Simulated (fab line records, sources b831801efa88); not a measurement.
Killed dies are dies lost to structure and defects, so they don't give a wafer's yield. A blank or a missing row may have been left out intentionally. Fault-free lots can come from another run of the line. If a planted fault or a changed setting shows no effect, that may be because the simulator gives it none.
Problem report, 8D (eight disciplines) form, completed by code    flow gf180mcu    the parts of the form that need people (team, actions taken, sign-off) are left out

1. PROBLEM STATEMENT
Mean M2_ALCU_RS at GF_M2_RS_MEAS_05: 0.0602 ohm/sq over 9 wafers in 3 lots; fault-free wafers: 0.0701 ohm/sq, standard deviation 0.00076. That is -13 standard deviations from the usual mean.
The step: measures by four-point-probe.
Seen first at day 21 09:35 on film metro-03, wafer L568.1. The record has a number at this step for 35 wafers belonging to 12 lots. The rule behind "out" and "out of limits": a value lying over 4 standard deviations away from the usual mean. The rest of the wafers with a number are treated as sound.

2. WHAT IT IS, AND WHAT IT ISN'T
question                     is                                           is not
which readings at this step  M2_ALCU_RS                                   -
which lots                   L568, L570, L572                             L560, L563, L567, L577, L578, L580, L581, L582, L583
which wafers of those lots   all that have a number                       -
read on which gauges         film metro-02, film metro-03, film metro-04  -
when                         from day 21 09:35                            up to then (8 sound wafers); but 18 sound wafers of L577, L578, L580, L581, L582, L583 came after

3. THE SUSPECTS, EACH WITH WHAT RULES IT OUT
Counting: any tool at a process step up to the reading is kept as a suspect provided that every lot that is out went through it and no sound lot did after the first of them.
- the gauge at GF_M2_RS_MEAS_05: ruled out. The wafers that are out were read on 3 gauges (film metro-02, film metro-03, film metro-04).
- cvd w-02 at GF_CONTACT_CVD_24 (deposits W, target thk 300 nm, time 90.339 s): ruled out as a lasting fault. After its first lot that is out, L568 (day 19 05:19), sound lots L581, L582 ran on it.
- pvd sputter-01 at GF_M2_SPUTTER_02 (material AlCu, target thk 450 nm, time 23.9 s): ruled out as a lasting fault. After its first lot that is out, L568 (day 21 09:30), sound lots L580, L582, L583 ran on it.
Left after counting: nothing in the record.

4. THE CAUSE (what the simulator had put in)
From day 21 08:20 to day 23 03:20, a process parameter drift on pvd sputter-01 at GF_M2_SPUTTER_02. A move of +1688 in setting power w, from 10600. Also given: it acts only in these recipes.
It was ruled out by counting, in error; the rule expects a fault to strike all lots run on its tool from its start on, and this fault did not.

5. SEQUENCE OF EFFECTS, ordered by route
Each row: a reading where the mean over the struck wafers with a number is more than 3 standard deviations away from the usual. Only readings for which the record gives a usual standard deviation are gone through. hours: the time from each lot's start at the first step in this table that gives one to its start at this step, as a median over the lots. sigmas: the change in usual standard deviations.
hours  step               reading             usual          on struck wafers  change   sigmas
0      GF_M2_SPUTTER_02   cathode dc power W  10600 W        12288             +1688    +99 or more
0      GF_M2_RS_MEAS_05   M2_ALCU_RS          0.0701 ohm/sq  0.0602            -0.0099  -13
0      GF_M2_THK_MEAS_06  M2_ALCU_THK         447 nm         522               +75      +12
Process steps it contains:
- GF_M2_SPUTTER_02: material AlCu, target thk 450 nm, time 23.9 s.

6. HOW IT WOULD HAVE BEEN CAUGHT EARLIER
In this record the first reading out of limits at a measuring or inspecting step was taken at day 21 09:35, 1 hour after the fault began at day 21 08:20.
Tool's own readings at GF_M2_SPUTTER_02, cathode dc power W: out on all struck wafers the step has rows for; an alarm limit on them would have tripped on the first.
